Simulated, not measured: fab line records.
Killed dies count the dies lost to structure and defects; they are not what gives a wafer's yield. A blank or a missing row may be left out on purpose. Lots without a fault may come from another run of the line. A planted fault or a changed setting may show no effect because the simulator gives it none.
Matching of chambers :: flow sky130 :: SKY_CONTACT_CVD_00 on pecvd-04: 3 sister chambers
The step deposits Si3N4, target thk 75 nm. 6 wafers are shown with their chamber, then 7 later ones without.

== WAFERS, EACH WITH ITS CHAMBER ==
wafer: L381.5
chamber: 0
heater_power_w (W): 652

wafer: L382.2
chamber: 1
heater_power_w (W): 654

wafer: L382.6
chamber: 0
heater_power_w (W): 654

wafer: L393.5
chamber: 1
heater_power_w (W): 647

wafer: L394.3
chamber: 2
heater_power_w (W): 635

wafer: L394.4
chamber: 2
heater_power_w (W): 639

== WAFERS WITHOUT THEIR CHAMBER ==
wafer: L394.6
heater_power_w (W): 550

wafer: L398.1
heater_power_w (W): 677

wafer: L398.3
heater_power_w (W): 637

wafer: L398.5
heater_power_w (W): 665

wafer: L400.1
heater_power_w (W): 643

wafer: L400.5
heater_power_w (W): 637

wafer: L400.6
heater_power_w (W): 635

== WHICH CHAMBER EACH WENT THROUGH ==
wafer: L394.6
from the rows above: 2
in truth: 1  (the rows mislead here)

wafer: L398.1
from the rows above: can't be placed: 0 or 1
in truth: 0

wafer: L398.3
from the rows above: 2
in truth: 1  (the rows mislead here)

wafer: L398.5
from the rows above: can't be placed: 0 or 1
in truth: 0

wafer: L400.1
from the rows above: can't be placed: 2 or 1 or 0
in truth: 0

wafer: L400.5
from the rows above: 2
in truth: 2

wafer: L400.6
from the rows above: 2
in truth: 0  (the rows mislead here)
1 of 7 placed correctly. Not placeable from these rows: 3 (in 3, the candidates include the true chamber). Number placed wrongly: 3.
How it was worked out, from the rows above alone: a wafer's distance from a chamber is the root of the sum, over the readings, of the square of ((its reading less the chamber's mean) divided by the reading's scatter). If the next closest chamber is less than 2 further off than the closest, the wafer can't be placed; otherwise it belongs to the closest. Each chamber's mean is taken over the wafers shown for it. The scatter: the root of (the sum of the squares of (reading less its chamber's mean) over the shown wafers, divided by (wafers less chambers)).
